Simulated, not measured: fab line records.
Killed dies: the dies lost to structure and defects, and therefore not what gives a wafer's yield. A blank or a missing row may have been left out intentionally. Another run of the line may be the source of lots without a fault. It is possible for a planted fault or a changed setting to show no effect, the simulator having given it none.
Comparing a struck lot with a sound one | flow gf180mcu | 15 out of 602 route steps
Sound: the wafers L927.2, L927.3, L927.4. Struck: wafer L934.1 (left out: L934.6, a lot-mate that was not struck); the cause follows at the end.
Per side, at each step with rows, come the tool, then ch with its chambers, and then its first start. Under that, the readings that differ: sound wafers | struck wafers | difference of the means | sigmas: that difference in standard deviations of wafers without a fault.
alike: readings with means less than 2 such deviations apart, plus words and numbers identical on both sides. not compared: withheld readings, readings lacking a value on some wafer, bounds such as >300 that could conceal the same value, and numbers that have no deviation in the record and whose values overlap.
Wherever a step has rows on one side only, a row that says differs or no value, or a row with sigmas, the two part there. Non-overlapping numbers with no deviation appear without sigmas and do not part them. Lack of a reading on every wafer of one side parts them only where that side has two or more wafers.

GF_HV_LDD_RS_MEAS_53: measurement is done with a four-point probe.
  sound on filmMetro-01 at day 12 04:42; struck on filmMetro-02 at day 14 19:53
  alike: HV_LDD_RS
then, 1 step without rows for these wafers: GF_HV_LDD_CVD_54 (deposits SiO2 from TEOS, target thk 10 nm, time 75 s).
GF_HV_LDD_THK_MEAS_55:
  sound on filmMetro-03 at day 12 06:33; struck on filmMetro-01 at day 14 21:01
  alike: HV_LDD_CVD_54_THK
then, 1 step without rows for these wafers: GF_HV_LDD_CVD_56 (deposits Si3N4 from DCS/NH3, target thk 90 nm, time 1543 s).
GF_HV_LDD_THK_MEAS_57:
  sound on filmMetro-01 at day 12 08:02; struck on filmMetro-02 at day 14 22:31
  alike: HV_LDD_CVD_56_THK
GF_HV_LDD_ETCHBACK_58: etches Si3N4 in CH3F/O2, stops on SiO2, time 100 s, target depth 90 nm.
  sound on rieDiel-01 ch 0,1,2, day 12 08:05; struck on rieDiel-02 ch 1, day 14 22:34
  alike: drypumpMotorCurrentA, oesProductAu, throttleValvePct
  not compared: rfHoursCounterH
then, 6 steps without rows for these wafers: GF_NSD_DEHYDRATE_00 (time 60 s); GF_NSD_HMDS_01 (prime time 60 s); GF_NSD_COAT_02 (resist thk 1000 nm); GF_NSD_SOFTBAKE_03 (time 60 s); GF_NSD_EXPOSE_04 (exposes mask Nplus, target cd 400 nm); GF_NSD_PEB_05.
GF_NSD_DEVELOP_06: develop time 60 s.
  sound on lithoTrack-04 ch 0, day 13 02:10; struck on lithoTrack-03 ch 0, day 15 19:43
GF_NSD_CD_MEAS_07 targets a cd of 400 nm.
  sound on cdSem-01 at day 13 02:19; struck on cdSem-02 at day 15 19:52
reading   | sound             | struck | difference | sigmas
cdNm (nm) | 395.7 397.3 396.7 | 366.8  | -29.8      | -13
GF_NSD_OVL_MEAS_08:
  sound on overlay-02 at day 13 02:25; struck on overlay-02 at day 15 19:59
  alike: NSD_OVL

== WHERE THEY PART ==
Only at GF_NSD_CD_MEAS_07, as far as this record shows. Later steps at which nothing parts them and some readings are alike: GF_NSD_OVL_MEAS_08.

WHY: the cause the simulator had injected
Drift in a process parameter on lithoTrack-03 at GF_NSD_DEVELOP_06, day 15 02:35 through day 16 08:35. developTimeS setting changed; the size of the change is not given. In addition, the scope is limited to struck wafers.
